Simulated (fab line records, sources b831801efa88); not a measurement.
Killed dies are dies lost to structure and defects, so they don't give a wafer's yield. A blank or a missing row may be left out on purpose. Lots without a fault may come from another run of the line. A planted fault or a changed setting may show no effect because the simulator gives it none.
Which tool did it? | flow gf180mcu | 6 lots, 18 wafers sampled, at 1 step of a route of 602

WHAT THE GAUGES READ, wafer by wafer
GF_CONTACT_THK_MEAS_03.
lot  | measured     | on            | CONTACT_CVD_02_THK (nm)
L374 | day 16 00:22 | film_metro-02 | 857 863 882
L377 | day 16 23:47 | film_metro-04 | 854 856 877
L379 | day 17 19:40 | film_metro-01 | 839 870 861
L384 | day 19 12:40 | film_metro-04 | 847 842 861
L386 | day 20 05:49 | film_metro-04 | 836 859 868
L394 | day 22 19:27 | film_metro-02 | 845 842 848

WHICH TOOL RAN EACH LOT (tool, then ch and the chambers of the sampled wafers, then the start)
The record holds no process step before these readings.

THE ANSWER, worked out from the rows above alone
Rule: what is usual is taken from the lots themselves. Put in order of their means at a reading, lots are off if they are a third of the lots or fewer, leave a main group of 4 or more, and stand apart from it by a gap of 3 or more times the standard deviation of the main group's means; of several such gaps the widest counts. A main group whose means are all the same, to the digits that the tables above print for the reading, isn't used. A lot without any number at a reading at which 4 lots or more have one is off too. The other lots that the step has rows for count as sound.
No lot is off at any reading shown: from this, nothing can be told.

WHAT THE SIMULATOR HAD PUT IN
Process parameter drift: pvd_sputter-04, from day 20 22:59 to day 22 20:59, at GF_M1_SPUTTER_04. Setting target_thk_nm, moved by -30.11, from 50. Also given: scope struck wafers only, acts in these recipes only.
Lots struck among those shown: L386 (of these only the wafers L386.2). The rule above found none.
